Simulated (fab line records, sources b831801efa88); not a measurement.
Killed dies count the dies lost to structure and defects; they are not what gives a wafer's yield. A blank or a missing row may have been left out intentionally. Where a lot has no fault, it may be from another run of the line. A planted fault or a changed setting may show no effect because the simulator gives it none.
fab line records || flow sky130 || part 2 of 2: steps 43 to 43 of 43
record: {"lots": 6, "wafers": 18, "last-day": 50}
route steps=708 shown VIA1@464 METAL2@483 PAD_OPEN@708
lots that met no fault: from a run of the same line without faults
start-h: hours from the record's opening day to when the first of the lot's shown wafers began || wait-h: hours elapsed since this lot's preceding step || " unchanged from the row above || L1.1+2: one row covering several wafers at once || - either no value or no given start || * or withheld: withheld || < > ~ a bound
route shown NAME@n: a module of which the file shows steps, and the number in the route of the first || usual: the fault-free wafers' mean and standard deviation || same: alike in all rows || chamber/n: place in a boat || sites: readings site by site || _std_site: their standard deviation || _edge_site: mean of outer sites minus mean of inner sites || radius-mm: for every site, how far away it sits from the centre of the wafer || mask NAME#n: copy n || behind: the tool/chamber that last shaped the wafer || hold: why the lot was held/for how many hours/how that ended || device: the transistor (n, p or np) that didn't switch || end of line: the tests these same wafers got at the end of their route || where a step has no rows: the recipe by itself || killed: not the wafer's yield, but the dies lost to structure and defects at the first sort || map: per-die view of a wafer (x killed, . not killed, _ where there is no die)
set.NAME: the setting the step ran with; set.NAME@STEP: the setting that earlier step ran with || model.NAME: the simulator's own value behind a step, which no gauge read
lots seen at some steps along the route; tables by step, rows by wafer
services: when a tool's chamber went out of use (start-h, in hours from the record's first day, below 0 if earlier), for how many hours, and the reason
== steps ==
step: SKY_PAD_OPEN_PROBE_99
usual: {"defect-limited-yield": "82.4/1.9", "killed_at_M0_to_M3": "43/7.1", "killed_at_M4_up": "3.2/1.7", "killed-at-contacts": "24/5.6", "killed-at-front-end": "16/5", "killed-at-other": "0.4/0.68", "killed-dies": "86/9.3", "killed-open": "47/7.1", "killed-short": "39/5.7", "sort_bin_3_pad_short": "0.9/0.38", "sort_bin_5_function": "10.4/1.5", "sort_bin_6_memory": "6.3/1.3", "sort-n-pass": "406/9.3", "sort-yield-pct": "82.4/1.9"}
same: {"gross-dies": 492, "killed-at-back-side": 0, "sort_bin_4_leakage[%]": 0, "sort_bin_8_speed[%]": 0}
{"lot.wafer": "L343.2", "tool": "prober-01", "chamber": "-", "start-h": 1073.31, "wait-h": 0.1, "defect-limited-yield[%]": 82.3, "killed_at_M0_to_M3": 46, "killed_at_M4_up": 3, "killed-at-contacts": 17, "killed-at-front-end": 20, "killed-at-other": 1, "killed-dies": 87, "killed-open": 50, "killed-short": 37, "sort_bin_3_pad_short[%]": 0.8, "sort_bin_5_function[%]": 12.0, "sort_bin_6_memory[%]": 4.9, "sort-n-pass": 405, "sort-yield-pct[%]": 82.3, "model.etest.tester.sort-n-pass": 405, "model.etest.tester.sort-yield-pct": 82.32, "model.etest.tester.sort_bin_5_pct": 11.99, "model.etest.tester.sort_bin_3_pct": 0.813}
{"lot.wafer": "L343.4", "tool": "prober-01", "chamber": "-", "start-h": 1073.41, "wait-h": 0.2, "defect-limited-yield[%]": 81.5, "killed_at_M0_to_M3": 45, "killed_at_M4_up": 3, "killed-at-contacts": 27, "killed-at-front-end": 16, "killed-at-other": 0, "killed-dies": 91, "killed-open": 50, "killed-short": 41, "sort_bin_3_pad_short[%]": 0.8, "sort_bin_5_function[%]": 10.4, "sort_bin_6_memory[%]": 7.3, "sort-n-pass": 401, "sort-yield-pct[%]": 81.5, "model.etest.tester.sort-n-pass": 401, "model.etest.tester.sort-yield-pct": 81.5, "model.etest.tester.sort_bin_5_pct": 10.37, "model.etest.tester.sort_bin_3_pct": 0.813}
{"lot.wafer": "L343.5", "tool": "prober-01", "chamber": "-", "start-h": 1073.46, "wait-h": 0.2, "defect-limited-yield[%]": 83.7, "killed_at_M0_to_M3": 41, "killed_at_M4_up": 0, "killed-at-contacts": 30, "killed-at-front-end": 9, "killed-at-other": 0, "killed-dies": 80, "killed-open": 46, "killed-short": 34, "sort_bin_3_pad_short[%]": 1.4, "sort_bin_5_function[%]": 9.3, "sort_bin_6_memory[%]": 5.5, "sort-n-pass": 412, "sort-yield-pct[%]": 83.7, "model.etest.tester.sort-n-pass": 412, "model.etest.tester.sort-yield-pct": 83.74, "model.etest.tester.sort_bin_5_pct": 9.35, "model.etest.tester.sort_bin_3_pct": 1.423}
{"lot.wafer": "L344.2", "tool": "prober-02", "chamber": "-", "start-h": 1077.27, "wait-h": 0.1, "defect-limited-yield[%]": 78.7, "killed_at_M0_to_M3": 46, "killed_at_M4_up": 4, "killed-at-contacts": 34, "killed-at-front-end": 20, "killed-at-other": 1, "killed-dies": 105, "killed-open": 61, "killed-short": 44, "sort_bin_3_pad_short[%]": 0.8, "sort_bin_5_function[%]": 12.6, "sort_bin_6_memory[%]": 7.9, "sort-n-pass": 387, "sort-yield-pct[%]": 78.7, "model.etest.tester.sort-n-pass": 387, "model.etest.tester.sort-yield-pct": 78.66, "model.etest.tester.sort_bin_5_pct": 12.6, "model.etest.tester.sort_bin_3_pct": 0.813}
{"lot.wafer": "L344.4", "tool": "prober-02", "chamber": "-", "start-h": 1077.37, "wait-h": 0.2, "defect-limited-yield[%]": 80.7, "killed_at_M0_to_M3": 44, "killed_at_M4_up": 2, "killed-at-contacts": 23, "killed-at-front-end": 24, "killed-at-other": 2, "killed-dies": 95, "killed-open": 47, "killed-short": 46, "sort_bin_3_pad_short[%]": 1.2, "sort_bin_5_function[%]": 11.6, "sort_bin_6_memory[%]": 6.5, "sort-n-pass": 397, "sort-yield-pct[%]": 80.7, "model.etest.tester.sort-n-pass": 397, "model.etest.tester.sort-yield-pct": 80.69, "model.etest.tester.sort_bin_5_pct": 11.59, "model.etest.tester.sort_bin_3_pct": 1.22}
{"lot.wafer": "L344.5", "tool": "prober-02", "chamber": "-", "start-h": 1077.42, "wait-h": 0.2, "defect-limited-yield[%]": 81.3, "killed_at_M0_to_M3": 35, "killed_at_M4_up": 2, "killed-at-contacts": 32, "killed-at-front-end": 22, "killed-at-other": 1, "killed-dies": 92, "killed-open": 45, "killed-short": 46, "sort_bin_3_pad_short[%]": 0.8, "sort_bin_5_function[%]": 12.8, "sort_bin_6_memory[%]": 5.1, "sort-n-pass": 400, "sort-yield-pct[%]": 81.3, "model.etest.tester.sort-n-pass": 400, "model.etest.tester.sort-yield-pct": 81.3, "model.etest.tester.sort_bin_5_pct": 12.8, "model.etest.tester.sort_bin_3_pct": 0.813}
{"lot.wafer": "L353.1", "tool": "prober-01", "chamber": "-", "start-h": 1139.91, "wait-h": 0.1, "defect-limited-yield[%]": 73.0, "killed_at_M0_to_M3": 92, "killed_at_M4_up": 2, "killed-at-contacts": 25, "killed-at-front-end": 14, "killed-at-other": 0, "killed-dies": 133, "killed-open": 38, "killed-short": 37, "sort_bin_3_pad_short[%]": 2.0, "sort_bin_5_function[%]": 17.3, "sort_bin_6_memory[%]": 7.7, "sort-n-pass": 359, "sort-yield-pct[%]": 73.0, "model.etest.tester.sort-n-pass": 359, "model.etest.tester.sort-yield-pct": 72.97, "model.etest.tester.sort_bin_5_pct": 17.28, "model.etest.tester.sort_bin_3_pct": 2.033}
{"lot.wafer": "L353.2", "tool": "prober-01", "chamber": "-", "start-h": 1139.96, "wait-h": 0.1, "defect-limited-yield[%]": 73.4, "killed_at_M0_to_M3": 99, "killed_at_M4_up": 3, "killed-at-contacts": 14, "killed-at-front-end": 14, "killed-at-other": 1, "killed-dies": 131, "killed-open": 41, "killed-short": 30, "sort_bin_3_pad_short[%]": 3.0, "sort_bin_5_function[%]": 15.4, "sort_bin_6_memory[%]": 8.1, "sort-n-pass": 361, "sort-yield-pct[%]": 73.4, "model.etest.tester.sort-n-pass": 361, "model.etest.tester.sort-yield-pct": 73.37, "model.etest.tester.sort_bin_5_pct": 15.45, "model.etest.tester.sort_bin_3_pct": 3.049}
{"lot.wafer": "L353.3", "tool": "prober-01", "chamber": "-", "start-h": 1140.01, "wait-h": 0.2, "defect-limited-yield[%]": 71.5, "killed_at_M0_to_M3": 101, "killed_at_M4_up": 3, "killed-at-contacts": 25, "killed-at-front-end": 10, "killed-at-other": 1, "killed-dies": 140, "killed-open": 38, "killed-short": 40, "sort_bin_3_pad_short[%]": 2.6, "sort_bin_5_function[%]": 17.9, "sort_bin_6_memory[%]": 7.9, "sort-n-pass": 352, "sort-yield-pct[%]": 71.5, "model.etest.tester.sort-n-pass": 352, "model.etest.tester.sort-yield-pct": 71.54, "model.etest.tester.sort_bin_5_pct": 17.89, "model.etest.tester.sort_bin_3_pct": 2.642}
{"lot.wafer": "L356.2", "tool": "prober-02", "chamber": "-", "start-h": 1155.68, "wait-h": 0.1, "defect-limited-yield[%]": 72.8, "killed_at_M0_to_M3": 99, "killed_at_M4_up": 1, "killed-at-contacts": 16, "killed-at-front-end": 17, "killed-at-other": 1, "killed-dies": 134, "killed-open": 56, "killed-short": 25, "sort_bin_3_pad_short[%]": 3.5, "sort_bin_5_function[%]": 15.9, "sort_bin_6_memory[%]": 7.9, "sort-n-pass": 358, "sort-yield-pct[%]": 72.8, "model.etest.tester.sort-n-pass": 358, "model.etest.tester.sort-yield-pct": 72.76, "model.etest.tester.sort_bin_5_pct": 15.85, "model.etest.tester.sort_bin_3_pct": 3.455}
{"lot.wafer": "L356.4", "tool": "prober-02", "chamber": "-", "start-h": 1155.78, "wait-h": 0.2, "defect-limited-yield[%]": 73.2, "killed_at_M0_to_M3": 84, "killed_at_M4_up": 1, "killed-at-contacts": 32, "killed-at-front-end": 15, "killed-at-other": 0, "killed-dies": 132, "killed-open": 44, "killed-short": 39, "sort_bin_3_pad_short[%]": 2.8, "sort_bin_5_function[%]": 15.4, "sort_bin_6_memory[%]": 8.5, "sort-n-pass": 360, "sort-yield-pct[%]": 73.2, "model.etest.tester.sort-n-pass": 360, "model.etest.tester.sort-yield-pct": 73.17, "model.etest.tester.sort_bin_5_pct": 15.45, "model.etest.tester.sort_bin_3_pct": 2.846}
{"lot.wafer": "L356.5", "tool": "prober-02", "chamber": "-", "start-h": 1155.83, "wait-h": 0.2, "defect-limited-yield[%]": 76.8, "killed_at_M0_to_M3": 87, "killed_at_M4_up": 1, "killed-at-contacts": 15, "killed-at-front-end": 11, "killed-at-other": 0, "killed-dies": 114, "killed-open": 41, "killed-short": 23, "sort_bin_3_pad_short[%]": 3.3, "sort_bin_5_function[%]": 15.2, "sort_bin_6_memory[%]": 4.7, "sort-n-pass": 378, "sort-yield-pct[%]": 76.8, "model.etest.tester.sort-n-pass": 378, "model.etest.tester.sort-yield-pct": 76.83, "model.etest.tester.sort_bin_5_pct": 15.24, "model.etest.tester.sort_bin_3_pct": 3.252}
{"lot.wafer": "L361.1", "tool": "prober-01", "chamber": "-", "start-h": 1180.49, "wait-h": 0.1, "defect-limited-yield[%]": 81.3, "killed_at_M0_to_M3": 44, "killed_at_M4_up": 5, "killed-at-contacts": 34, "killed-at-front-end": 9, "killed-at-other": 0, "killed-dies": 92, "killed-open": 53, "killed-short": 39, "sort_bin_3_pad_short[%]": 0.8, "sort_bin_5_function[%]": 9.1, "sort_bin_6_memory[%]": 8.7, "sort-n-pass": 400, "sort-yield-pct[%]": 81.3, "model.etest.tester.sort-n-pass": 400, "model.etest.tester.sort-yield-pct": 81.3, "model.etest.tester.sort_bin_5_pct": 9.146, "model.etest.tester.sort_bin_3_pct": 0.813}
{"lot.wafer": "L361.5", "tool": "prober-01", "chamber": "-", "start-h": 1180.69, "wait-h": 0.2, "defect-limited-yield[%]": 81.9, "killed_at_M0_to_M3": 47, "killed_at_M4_up": 3, "killed-at-contacts": 18, "killed-at-front-end": 20, "killed-at-other": 1, "killed-dies": 89, "killed-open": 49, "killed-short": 40, "sort_bin_3_pad_short[%]": 1.0, "sort_bin_5_function[%]": 12.2, "sort_bin_6_memory[%]": 4.9, "sort-n-pass": 403, "sort-yield-pct[%]": 81.9, "model.etest.tester.sort-n-pass": 403, "model.etest.tester.sort-yield-pct": 81.91, "model.etest.tester.sort_bin_5_pct": 12.2, "model.etest.tester.sort_bin_3_pct": 1.016}
{"lot.wafer": "L361.6", "tool": "prober-01", "chamber": "-", "start-h": 1180.74, "wait-h": 0.2, "defect-limited-yield[%]": 82.9, "killed_at_M0_to_M3": 51, "killed_at_M4_up": 7, "killed-at-contacts": 18, "killed-at-front-end": 8, "killed-at-other": 0, "killed-dies": 84, "killed-open": 43, "killed-short": 41, "sort_bin_3_pad_short[%]": 0.6, "sort_bin_5_function[%]": 9.8, "sort_bin_6_memory[%]": 6.7, "sort-n-pass": 408, "sort-yield-pct[%]": 82.9, "model.etest.tester.sort-n-pass": 408, "model.etest.tester.sort-yield-pct": 82.93, "model.etest.tester.sort_bin_5_pct": 9.756, "model.etest.tester.sort_bin_3_pct": 0.6098}
{"lot.wafer": "L363.2", "tool": "prober-02", "chamber": "-", "start-h": 1193.83, "wait-h": 0.1, "defect-limited-yield[%]": 84.1, "killed_at_M0_to_M3": 39, "killed_at_M4_up": 2, "killed-at-contacts": 24, "killed-at-front-end": 13, "killed-at-other": 0, "killed-dies": 78, "killed-open": 41, "killed-short": 37, "sort_bin_3_pad_short[%]": 0.4, "sort_bin_5_function[%]": 10.2, "sort_bin_6_memory[%]": 5.3, "sort-n-pass": 414, "sort-yield-pct[%]": 84.1, "model.etest.tester.sort-n-pass": 414, "model.etest.tester.sort-yield-pct": 84.15, "model.etest.tester.sort_bin_5_pct": 10.16, "model.etest.tester.sort_bin_3_pct": 0.4065}
{"lot.wafer": "L363.3", "tool": "prober-02", "chamber": "-", "start-h": 1193.88, "wait-h": 0.2, "defect-limited-yield[%]": 83.5, "killed_at_M0_to_M3": 37, "killed_at_M4_up": 1, "killed-at-contacts": 28, "killed-at-front-end": 15, "killed-at-other": 0, "killed-dies": 81, "killed-open": 47, "killed-short": 34, "sort_bin_3_pad_short[%]": 0.4, "sort_bin_5_function[%]": 9.3, "sort_bin_6_memory[%]": 6.7, "sort-n-pass": 411, "sort-yield-pct[%]": 83.5, "model.etest.tester.sort-n-pass": 411, "model.etest.tester.sort-yield-pct": 83.54, "model.etest.tester.sort_bin_5_pct": 9.35, "model.etest.tester.sort_bin_3_pct": 0.4065}
{"lot.wafer": "L363.6", "tool": "prober-02", "chamber": "-", "start-h": 1194.03, "wait-h": 0.2, "defect-limited-yield[%]": 84.8, "killed_at_M0_to_M3": 36, "killed_at_M4_up": 3, "killed-at-contacts": 20, "killed-at-front-end": 16, "killed-at-other": 0, "killed-dies": 75, "killed-open": 39, "killed-short": 36, "sort_bin_3_pad_short[%]": 1.4, "sort_bin_5_function[%]": 7.9, "sort_bin_6_memory[%]": 5.9, "sort-n-pass": 417, "sort-yield-pct[%]": 84.8, "model.etest.tester.sort-n-pass": 417, "model.etest.tester.sort-yield-pct": 84.76, "model.etest.tester.sort_bin_5_pct": 7.927, "model.etest.tester.sort_bin_3_pct": 1.423}
killed by level:class
L343.2 VIA1:geometric-particle:open=11 VIA2:geometric-particle:open=7 VIA1:geometric-particle:short=6 FIELD_ISO:geometric-particle:short=5 CONTACT:geometric-particle:open=5 VIA3:geometric-particle:open=5 FIELD_ISO:geometric-particle:open=4 POLY_GATE:geometric-particle:short=4
L343.4 VIA1:geometric-particle:open=13 CONTACT:geometric-particle:open=10 VIA1:geometric-particle:short=7 POLY_GATE:geometric-particle:short=6 CONTACT:geometric-particle:short=6 VIA3:geometric-particle:open=6 VIA2:geometric-particle:open=5 LI_CONTACT:geometric-particle:open=4
L343.5 VIA1:geometric-particle:open=14 CONTACT:geometric-particle:open=11 LI_CONTACT:geometric-particle:open=8 VIA1:geometric-particle:short=6 CONTACT:geometric-particle:short=6 METAL1:geometric-particle:short=5 METAL2:geometric-particle:short=4 POLY_GATE:geometric-particle:open=3
L344.2 CONTACT:geometric-particle:open=12 METAL1:geometric-particle:short=11 VIA1:geometric-particle:open=9 LI_CONTACT:geometric-particle:open=8 VIA3:geometric-particle:open=8 POLY_GATE:geometric-particle:open=7 FIELD_ISO:geometric-particle:open=4 LI_CONTACT:geometric-particle:short=4
L344.4 VIA3:geometric-particle:open=8 CONTACT:geometric-particle:open=8 VIA1:geometric-particle:short=7 VIA1:geometric-particle:open=7 METAL2:geometric-particle:short=6 LOCAL_INTERCONNECT:geometric-particle:short=6 FIELD_ISO:geometric-particle:open=5 FIELD_ISO:geometric-particle:short=5
L344.5 CONTACT:geometric-particle:short=8 CONTACT:geometric-particle:open=8 POLY_GATE:geometric-particle:open=7 POLY_GATE:geometric-particle:short=7 VIA3:geometric-particle:open=7 LOCAL_INTERCONNECT:geometric-particle:short=6 LI_CONTACT:geometric-particle:open=5 VIA1:geometric-particle:open=5
L353.1 VIA1:unspecified=58 LI_CONTACT:geometric-particle:open=7 CONTACT:geometric-particle:open=7 METAL2:geometric-particle:short=6 VIA1:geometric-particle:open=6 FIELD_ISO:geometric-particle:open=5 CONTACT:geometric-particle:short=5 VIA2:geometric-particle:open=5
L353.2 VIA1:unspecified=60 VIA1:geometric-particle:open=13 VIA1:geometric-particle:short=6 POLY_GATE:geometric-particle:open=5 LI_CONTACT:geometric-particle:open=5 METAL2:geometric-particle:open=4 METAL1:geometric-particle:short=4 CONTACT:geometric-particle:short=3
L353.3 VIA1:unspecified=62 VIA1:geometric-particle:open=10 CONTACT:geometric-particle:short=8 CONTACT:geometric-particle:open=6 METAL1:geometric-particle:short=6 VIA1:geometric-particle:short=5 LI_CONTACT:geometric-particle:short=4 LOCAL_INTERCONNECT:geometric-particle:short=4
L356.2 VIA1:unspecified=52 VIA1:geometric-particle:open=20 VIA3:geometric-particle:open=7 LI_CONTACT:geometric-particle:open=6 CONTACT:geometric-particle:open=6 POLY_GATE:geometric-particle:open=5 VIA1:geometric-particle:short=5 VIA3:geometric-particle:short=4
L356.4 VIA1:unspecified=49 CONTACT:geometric-particle:open=15 VIA1:geometric-particle:open=10 VIA3:geometric-particle:short=6 LI_CONTACT:geometric-particle:open=5 CONTACT:geometric-particle:short=5 FIELD_ISO:geometric-particle:open=4 LOCAL_INTERCONNECT:geometric-particle:short=4
L356.5 VIA1:unspecified=50 VIA1:geometric-particle:open=9 LI_CONTACT:geometric-particle:open=6 POLY_GATE:geometric-particle:open=5 METAL1:geometric-particle:short=5 VIA3:geometric-particle:open=5 CONTACT:geometric-particle:open=4 VIA1:geometric-particle:short=4
L361.1 VIA1:geometric-particle:open=13 CONTACT:geometric-particle:open=12 LI_CONTACT:geometric-particle:open=9 VIA1:geometric-particle:short=7 FIELD_ISO:geometric-particle:open=5 LI_CONTACT:geometric-particle:short=5 CONTACT:geometric-particle:short=5 METAL1:geometric-particle:short=5
L361.5 VIA1:geometric-particle:open=10 CONTACT:geometric-particle:open=9 FIELD_ISO:geometric-particle:short=6 VIA1:geometric-particle:short=6 FIELD_ISO:geometric-particle:open=5 VIA2:geometric-particle:open=5 LI_CONTACT:geometric-particle:open=5 VIA3:geometric-particle:open=5
L361.6 VIA1:geometric-particle:open=14 METAL1:geometric-particle:short=10 CONTACT:geometric-particle:open=10 METAL2:geometric-particle:short=7 VIA1:geometric-particle:short=6 METAL4:geometric-particle:short=5 LI_CONTACT:geometric-particle:open=4 VIA3:geometric-particle:open=4
L363.2 CONTACT:geometric-particle:open=13 VIA1:geometric-particle:open=8 METAL2:geometric-particle:short=7 POLY_GATE:geometric-particle:short=5 CONTACT:geometric-particle:short=5 METAL1:geometric-particle:short=4 VIA2:geometric-particle:short=4 FIELD_ISO:geometric-particle:open=3
L363.3 VIA1:geometric-particle:open=12 CONTACT:geometric-particle:open=9 LOCAL_INTERCONNECT:geometric-particle:short=7 CONTACT:geometric-particle:short=7 VIA2:geometric-particle:open=6 VIA3:geometric-particle:open=6 FIELD_ISO:geometric-particle:short=4 FIELD_ISO:geometric-particle:open=4
L363.6 LI_CONTACT:geometric-particle:open=8 LOCAL_INTERCONNECT:geometric-particle:short=7 VIA3:geometric-particle:open=7 FIELD_ISO:geometric-particle:open=6 METAL1:geometric-particle:short=6 VIA1:geometric-particle:open=6 VIA2:geometric-particle:short=4 POLY_GATE:geometric-particle:short=4
map L353.3 (x killed, . not)
__________..xx......_________
________.........x...._______
______x.......xx..x.x..._____
_____.x..................____
____...........x.xxxxx....___
___..........x.xxxx.x.x....__
__x..x.......xxxxxxxx......._
_.x.......x.xxxxxxxxx.x......
_..x...xx..xxxxxxxxxxx..x....
_x....xx..x.xxxxxxxxxx.......
_.x.........xxxxxxxx..xxx.x.x
_....x..x...x..xxxx......x...
_.....xx.x.......xx.x....xxxx
_xxx.x......................x
_x.x.......x...............x.
__x.x..........xx......x...x_
___..x.....x..........x....__
____..x........x........xx___
_____..xx........x.xx....____
______.......x.........x_____
________.x.x...x.x...._______
__________.....x..x._________
map L356.2 (x killed, . not)
__________....x....._________
________.x.x..x...xxxx_______
______..xx..x.xx.xxxxxxx_____
_____....xx.....xxxxxxxxx____
____...x......x.xxxxxxxxxx___
___..............xxxxxxxxxx__
__.x.x.x.........xxxxxxxx..._
_..........x.......xxx.x..xxx
_x.x...........x.......x.....
_..x.......x......x..........
_x...x.....xxx.xx.x...x......
_.....xxx....x.......x..xx...
_...x............x...........
_x.........x.....x..x........
_.x..x.....x.x..x.x.....x...x
__.x.x....x.x......x........_
___x.x...x.................__
____.....x........x.......___
_____x.....x.x....x.x....____
______...x...x..x..x...._____
________x....xx.x....._______
__________.x......x._________
== services ==
{"tool": "rie-diel-01", "chamber": 3, "start-h": 777.20, "hours": 4.4, "kind": "repair"}
{"tool": "pvd-sputter-02", "chamber": "-", "start-h": 777.74, "hours": 1.8, "kind": "repair"}
{"tool": "rie-diel-04", "chamber": 2, "start-h": 780.09, "hours": 7.7, "kind": "repair"}
{"tool": "rie-diel-01", "chamber": 3, "start-h": 786.19, "hours": 15.9, "kind": "repair"}
{"tool": "rie-diel-04", "chamber": 1, "start-h": 792.95, "hours": 14.8, "kind": "repair"}
{"tool": "wet-bench-02", "chamber": "-", "start-h": 797.64, "hours": 3.6, "kind": "repair"}
{"tool": "plasma-asher-02", "chamber": "-", "start-h": 797.85, "hours": 5.8, "kind": "repair"}
{"tool": "rie-diel-01", "chamber": 2, "start-h": 800.74, "hours": 11.3, "kind": "repair"}
{"tool": "rie-diel-01", "chamber": "-", "start-h": 829.38, "hours": 1.8, "kind": "repair"}
{"tool": "rie-diel-03", "chamber": 3, "start-h": 830.92, "hours": 19.2, "kind": "repair"}
{"tool": "pvd-sputter-02", "chamber": "-", "start-h": 831.83, "hours": 20.9, "kind": "repair"}
{"tool": "pvd-sputter-02", "chamber": "-", "start-h": 839.97, "hours": 14.8, "kind": "repair"}
{"tool": "plasma-asher-03", "chamber": "-", "start-h": 840.00, "hours": 4.4, "kind": "repair"}
{"tool": "rie-diel-03", "chamber": 2, "start-h": 848.33, "hours": 6.5, "kind": "repair"}
{"tool": "cvd-w-01", "chamber": 0, "start-h": 874.29, "hours": 14.7, "kind": "repair"}
{"tool": "cvd-w-01", "chamber": 1, "start-h": 875.63, "hours": 6.7, "kind": "repair"}
{"tool": "plasma-asher-03", "chamber": "-", "start-h": 880.70, "hours": 2.3, "kind": "repair"}
{"tool": "rie-diel-01", "chamber": 1, "start-h": 897.52, "hours": 3.9, "kind": "repair"}
{"tool": "wet-bench-03", "chamber": "-", "start-h": 901.26, "hours": 0.9, "kind": "repair"}
{"tool": "wet-bench-02", "chamber": "-", "start-h": 902.30, "hours": 1.4, "kind": "repair"}
{"tool": "cvd-w-01", "chamber": "-", "start-h": 904.00, "hours": 14.0, "kind": "pm"}
{"tool": "rie-diel-01", "chamber": 3, "start-h": 913.37, "hours": 9.5, "kind": "repair"}
{"tool": "rie-diel-01", "chamber": 2, "start-h": 931.53, "hours": 2.8, "kind": "repair"}
{"tool": "plasma-asher-03", "chamber": "-", "start-h": 956.70, "hours": 2.8, "kind": "pm"}
== key ==
first-sign: {"step": "SKY_PAD_OPEN_PROBE_99", "reading": "killed_at_M0_to_M3", "direction": "up", "sigmas": 7.1, "usual": 43, "struck": 94}
effect: {"step": "SKY_PAD_OPEN_PROBE_99", "reading": "sort_bin_3_pad_short", "direction": "up", "sigmas": 5.3, "usual": 0.9, "struck": 2.9}
model-effect: {"step": "SKY_PAD_OPEN_PROBE_99", "value": "etest.tester.sort-n-pass", "without": 408.5, "struck": 361.3}
met-at SKY_VIA1_CLEAN_18
struck-wafers L353.1,L353.2,L353.3,L356.2,L356.4,L356.5
onset-between 795.12 875.97
also-fits SKY_VIA1_ETCH_15:rie-diel-01,SKY_METAL2_STRIP_20:plasma-asher-03
fault: {"kind": "chamber-particle-source", "tool": "wet-bench-03", "chamber": "-", "onset-h": 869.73, "steps": "SKY_VIA1_CLEAN_18", "rate-per-visit-cm2": 1.0801, "end-h": 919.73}
